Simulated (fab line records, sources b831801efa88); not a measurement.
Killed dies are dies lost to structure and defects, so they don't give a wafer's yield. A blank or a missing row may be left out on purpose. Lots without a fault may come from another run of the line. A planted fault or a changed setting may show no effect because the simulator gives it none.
Tool commonality check | flow gf180mcu | 13 lots, 38 wafers sampled

WHY IT WAS OPENED
At GF_V5_THK_MEAS_01 the reading V5_CVD_00_THK is flagged on 2 of 13 lots. Wafers without a fault read 298 nm, standard deviation 3.6.
Rule: a lot is flagged when every wafer of it that has a number lies more than 4 standard deviations from that mean, or none has a number. The other lots count as sound.

lot  | measured     | on            | V5_CVD_00_THK (nm), wafer by wafer | flag
L505 | day 26 14:16 | film_metro-03 | 300 306 299                        |
L506 | day 26 22:43 | film_metro-04 | 302 299 301                        |
L507 | day 27 16:10 | film_metro-03 | 300 300 298                        |
L508 | day 27 18:28 | film_metro-03 | 300 296 293                        |
L509 | day 28 05:28 | film_metro-04 | 301 300 302                        |
L510 | day 28 09:55 | film_metro-03 | 301 296 300                        |
L511 | day 28 11:52 | film_metro-03 | 300 298 300                        |
L512 | day 28 17:06 | film_metro-03 | 296 295 300                        |
L515 | day 30 00:19 | film_metro-03 | 297 301 300                        |
L516 | day 30 00:28 | film_metro-04 | 293 296 292                        |
L523 | day 32 02:05 | film_metro-03 | 358 357                            | FLAGGED
L525 | day 32 13:18 | film_metro-03 | 292 295 289                        |
L526 | day 32 14:04 | film_metro-02 | 354 358 357                        | FLAGGED
The numbers of the flagged lots are 357 nm on average: +59 nm against the usual, or +16 standard deviations.

WHICH TOOL RAN EACH LOT
The record holds 2 process steps before the reading, out of a route of 602 steps. In each cell: the tool, then ch and the chambers that the sampled wafers went through, then the start.
lot  | flag    | GF_MIM_SPUTTER_07            | GF_V5_CVD_00
L505 |         | pvd_sputter-03, day 24 19:52 | hdpcvd-02 ch 0,1,2, day 26 14:13
L506 |         | pvd_sputter-04, day 25 04:14 | hdpcvd-02 ch 0,2, day 26 22:41
L507 |         | pvd_sputter-02, day 25 21:45 | hdpcvd-01 ch 0,1,2, day 27 16:08
L508 |         | pvd_sputter-03, day 26 01:40 | hdpcvd-01 ch 0,1,2, day 27 18:25
L509 |         | pvd_sputter-04, day 26 12:05 | hdpcvd-01 ch 0,1, day 28 05:25
L510 |         | pvd_sputter-04, day 26 17:08 | hdpcvd-01 ch 0,1,2, day 28 09:50
L511 |         | pvd_sputter-03, day 26 19:55 | hdpcvd-02 ch 0,2, day 28 11:50
L512 |         | pvd_sputter-02, day 26 23:44 | hdpcvd-02 ch 0,1,2, day 28 17:02
L515 |         | pvd_sputter-03, day 28 07:39 | hdpcvd-01 ch 0,1,2, day 30 00:16
L516 |         | pvd_sputter-04, day 28 07:58 | hdpcvd-02 ch 0,2, day 30 00:25
L523 | FLAGGED | pvd_sputter-03, day 30 13:51 | hdpcvd-01 ch 0,1, day 32 02:02
L525 |         | pvd_sputter-04, day 31 01:26 | hdpcvd-02 ch 0,2, day 32 13:15
L526 | FLAGGED | pvd_sputter-02, day 31 02:33 | hdpcvd-01 ch 0,1,2, day 32 14:01
What these steps do:
- GF_MIM_SPUTTER_07: material TiN, target thk 60 nm, time 50 s.
- GF_V5_CVD_00: deposits SiO2, target thk 300 nm, time 50 s.
- GF_V5_THK_MEAS_01

FLAGGED OVER TOTAL, TOOL BY TOOL (the gauges that took the reading come last)
step              | tool           | lots run | flagged | share of the flagged lots | sound lots run after its first flagged lot
GF_MIM_SPUTTER_07 | pvd_sputter-02 | 3        | 1       | some                      | 0
GF_MIM_SPUTTER_07 | pvd_sputter-03 | 5        | 1       | some                      | 0
GF_MIM_SPUTTER_07 | pvd_sputter-04 | 5        | 0       | none                      | -
GF_V5_CVD_00      | hdpcvd-01      | 7        | 2       | all                       | 0
GF_V5_CVD_00      | hdpcvd-02      | 6        | 0       | none                      | -
GF_V5_THK_MEAS_01 | film_metro-02  | 1        | 1       | some                      | 0
GF_V5_THK_MEAS_01 | film_metro-03  | 9        | 1       | some                      | 1 (L525)
GF_V5_THK_MEAS_01 | film_metro-04  | 3        | 0       | none                      | -

WHAT THE TABLE ALLOWS
1 row of the table ran every flagged lot: hdpcvd-01 at GF_V5_CVD_00.
- hdpcvd-01 at GF_V5_CVD_00: 2 of its 7 lots flagged. Its last sound lot is L515 (day 30 00:16), its first flagged lot L523 (day 32 02:02): a fault that began between those two fits. Its own readings lie more than 4 standard deviations out on every wafer of the flagged lots: sih4_flow_sccm.
One tool is left: hdpcvd-01 at GF_V5_CVD_00.

WHAT THE SIMULATOR HAD PUT IN
Process parameter drift: hdpcvd-01, from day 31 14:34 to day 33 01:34, at GF_V5_CVD_00. Setting sih4_flow_sccm, moved by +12, from 60. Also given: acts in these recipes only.
Lots struck among those shown: L523, L526. The rule above found the same.
